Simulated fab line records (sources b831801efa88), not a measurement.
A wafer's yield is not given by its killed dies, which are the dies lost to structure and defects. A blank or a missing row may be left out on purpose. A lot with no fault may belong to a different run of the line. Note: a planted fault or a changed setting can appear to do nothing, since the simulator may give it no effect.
One fault through the eyes of 2 desks ; flow sky130 ; every desk sees just its own numbers, and what lay behind them comes last

== FOR THE TOOL OWNER'S DESK: furnace-01 ==
The tool's own readings at SKY_SONOS_ONO_OXIDATION_00 (stabilise 600 s, purge 300 s, target thk 2.6 nm): means of the sampled wafers that have a number, for each lot that ran on this tool. A lot is out of limits, marked OUT, if its mean lies more than 4 standard deviations from the usual mean; the brackets give that distance. Readings shown: 7 out of 8 (the first out of limits, and those lying furthest out on some lot).
Columns: A = spikeTcBottomC at SKY_SONOS_ONO_OXIDATION_00, usual 820.0 C; B = spikeTcCentreC at SKY_SONOS_ONO_OXIDATION_00, usual 800.2 C; C = spikeTcLowerC at SKY_SONOS_ONO_OXIDATION_00, usual 799.0 C; D = spikeTcTopC at SKY_SONOS_ONO_OXIDATION_00, usual 814.9 C; E = spikeTcUpperC at SKY_SONOS_ONO_OXIDATION_00, usual 800.4 C; F = tubeCenterTempC at SKY_SONOS_ONO_OXIDATION_00, usual 800 C; G = tube_center_temp_C_max at SKY_SONOS_ONO_OXIDATION_00, usual 802.1
lot;first seen here;A;B;C;D;E;F;G
L779;day 12 05:06;820.6;799.9;798.3;814.1;800.6;800;801.8
L780;day 12 05:06;822.0;799.1;798.2;814.8;800.1;800;802.1
L782;day 12 18:41;820.2;799.7;797.7;815.7;799.7;800;802.0
L783;day 13 01:49;820.6;800.9;798.4;814.9;800.0;800;802.1
L785;day 13 19:16;820.4;800.0;798.5;813.9;799.6;800;801.9
L792;day 15 23:40;796.6 (-18) OUT;777.0 (-23) OUT;775.5 (-15) OUT;792.0 (-23) OUT;777.5 (-23) OUT;777 (-99 or more) OUT;778.9 (-66) OUT
L793;day 16 09:28;798.5 (-17) OUT;776.7 (-24) OUT;774.8 (-15) OUT;793.0 (-22) OUT;777.8 (-23) OUT;777 (-99 or more) OUT;778.9 (-66) OUT
This desk finds L792, L793 out of limits, L792 being first, at day 15 23:40 (spikeTcBottomC at SKY_SONOS_ONO_OXIDATION_00). L779, L780, L782, L783, L785: within limits.

== FROM THE METROLOGY DESK ==
Means of the sampled wafers that have a number, per lot and without regard to the tool the lot ran on: this is what the gauges read. A lot is out of limits, marked OUT, if its mean lies more than 4 standard deviations from the usual mean; the brackets give that distance.
Columns: A = SONOS_ONO_OXIDATION_THK at SKY_SONOS_ONO_THK_MEAS_01, usual 2.61 nm
lot;first seen here;A
L778;day 11 15:35;2.57
L780;day 12 06:26;2.55
L779;day 12 06:28;2.56
L781;day 12 14:24;2.61
L782;day 12 20:02;2.64
L783;day 13 03:10;2.53
L785;day 13 20:38;2.68
L786;day 13 22:55;2.61
L787;day 14 07:02;2.56
L792;day 16 01:01;1.92 (-12) OUT
L793;day 16 10:49;1.92 (-12) OUT
L800;day 18 20:58;2.58
This desk finds L792, L793 out of limits, with the earliest case on L792 at day 16 01:01 (SONOS_ONO_OXIDATION_THK at SKY_SONOS_ONO_THK_MEAS_01). L778, L780, L779, L781, L782, L783, L785, L786, L787, L800: within limits.

== BROUGHT TOGETHER ==
An alarm could have come from the tool owner's desk at day 15 23:40, on L792, L793.
On L792, L793, the metrology desk was in a position to raise an alarm at day 16 01:01.
On furnace-01, each named lot ran SKY_SONOS_ONO_OXIDATION_00.

== WHAT THE SIMULATOR PUT IN ==
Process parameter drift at SKY_SONOS_ONO_OXIDATION_00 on furnace-01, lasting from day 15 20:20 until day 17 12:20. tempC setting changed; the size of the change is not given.
Lots struck among those shown: L792, L793.
Fault start to first reading out of limits, in hours, per desk: tool owner, 3; metrology, 5.
